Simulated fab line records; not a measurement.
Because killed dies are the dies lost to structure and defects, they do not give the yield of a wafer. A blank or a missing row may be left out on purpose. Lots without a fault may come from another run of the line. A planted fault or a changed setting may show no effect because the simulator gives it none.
What tool caused it?    flow gf180mcu    Sampling: 11 lots, 32 wafers, 3 of 602 route steps

WHAT EACH GAUGE READ, for each wafer
GF_V1_THK_MEAS_03.
lot   measured      on            V1_CVD_02_THK (nm)
L446  day 17 18:39  filmMetro-02  842 858 849
L447  day 18 00:15  filmMetro-04  849 833 858
L448  day 18 11:45  filmMetro-03  836 844 849
L450  day 19 01:31  filmMetro-03  842 834 854
L452  day 19 21:43  filmMetro-02  844 854 849
L454  day 20 14:37  filmMetro-02  849 871 868
L455  day 21 02:06  filmMetro-02  838 843 850
L457  day 21 14:38  filmMetro-03  850 850 858
L458  day 22 05:26  filmMetro-03  849 860 860
L462  day 23 08:11  filmMetro-03  946 860
L468  day 25 12:29  filmMetro-04  847 860 853

EACH LOT AND THE TOOL THAT RAN IT (in order: tool; ch and the chambers of the sampled wafers; start)
lot   GF_SALICIDE_RTA_06               GF_V1_CVD_02
L446  rtpAnneal-01 ch 0, day 15 17:44  pecvd-04 ch 0,1,2, day 17 18:34
L447  rtpAnneal-01 ch 0, day 15 23:54  pecvd-01 ch 0,1,2, day 18 00:10
L448  rtpAnneal-01 ch 0, day 16 10:35  pecvd-01 ch 0,1,2, day 18 11:41
L450  rtpAnneal-01 ch 0, day 16 23:17  pecvd-04 ch 0,1, day 19 01:26
L452  rtpAnneal-01 ch 0, day 17 19:05  pecvd-01 ch 1,2, day 19 21:38
L454  rtpAnneal-01 ch 0, day 18 10:54  pecvd-02 ch 0,1, day 20 14:32
L455  rtpAnneal-02 ch 0, day 18 22:20  pecvd-01 ch 0,1,2, day 21 02:02
L457  rtpAnneal-02 ch 0, day 19 12:11  pecvd-04 ch 0,1,2, day 21 14:34
L458  rtpAnneal-01 ch 0, day 20 01:37  pecvd-04 ch 0,2, day 22 05:21
L462  rtpAnneal-02 ch 0, day 21 05:59  pecvd-04 ch 1,2, day 23 08:07
L468  rtpAnneal-01 ch 0, day 23 13:27  pecvd-01 ch 0,1, day 25 12:24
- GF_SALICIDE_RTA_06: time 30 s.
- GF_V1_CVD_02: deposits SiO2 from TEOS, target thk 850 nm, time 94.851 s.

AS READ BY THE TOOLS THEMSELVES (means over the sampled wafers that have a number; for cases with no such wafer, the mark the record gives instead)
GF_SALICIDE_RTA_06.
lot   tool          lampPowerPct (%)  wafer_temp_C_max
L446  rtpAnneal-01  6.21              531.8
L447  rtpAnneal-01  6.21              531.6
L448  rtpAnneal-01  6.21              531.1
L450  rtpAnneal-01  6.21              531.4
L452  rtpAnneal-01  6.21              531.4
L454  rtpAnneal-01  6.22              531.7
L455  rtpAnneal-02  5.97              531.8
L457  rtpAnneal-02  5.98              532.1
L458  rtpAnneal-01  6.21              531.5
L462  rtpAnneal-02  5.97              531.9
L468  rtpAnneal-01  6.21              531.7

GF_V1_CVD_02.
lot   tool      heaterPowerOuterW (W)  heaterPowerW (W)  runLengthS (s)
L446  pecvd-04  351                    565               122.8
L447  pecvd-01  430                    728               123.1
L448  pecvd-01  400                    684               123.1
L450  pecvd-04  415                    659               122.8
L452  pecvd-01  434                    765               123.2
L454  pecvd-02  434                    700               122.8
L455  pecvd-01  450                    750               123.0
L457  pecvd-04  383                    604               122.9
L458  pecvd-04  390                    611               123.1
L462  pecvd-04  378                    574               128.4
L468  pecvd-01  401                    639               123.1

THE ANSWER, worked out from the rows above alone
Rule: the usual values come from the lots themselves. The widest of any qualifying gaps counts: lots, ordered by their means at a reading, are off when they make up no more than a third of the lots, leave a main group of 4 or more, and stand apart from it by 3 or more times the standard deviation of that group's means. A main group is skipped when, at the precision printed for the reading in the tables above, its means are all equal. A lot without any number at a reading at which 4 lots or more have one is off too. Any other lot the step has rows for is counted as sound. First the gauges in route order, then the tools' own readings, where a lot's mean is used as printed above. At the first step where some lot is off, the reading lying furthest off is the one used; lots without a number count as furthest.
Off: L462, at GF_V1_THK_MEAS_03 (V1_CVD_02_THK). Mean 850 nm and standard deviation 6 in the main group.
A tool fits if, at a process step before that reading, it ran every lot that is off, and no sound lot after the first of them. Not tried: the gauges at GF_V1_THK_MEAS_03; whatever is off there is also off at GF_SALICIDE_RTA_06, on other tools, and gauge error can't account for it. Can't be told from this: 2 tools fit, rtpAnneal-02 at GF_SALICIDE_RTA_06, pecvd-04 at GF_V1_CVD_02.

WHAT HAD BEEN PUT IN BY THE SIMULATOR
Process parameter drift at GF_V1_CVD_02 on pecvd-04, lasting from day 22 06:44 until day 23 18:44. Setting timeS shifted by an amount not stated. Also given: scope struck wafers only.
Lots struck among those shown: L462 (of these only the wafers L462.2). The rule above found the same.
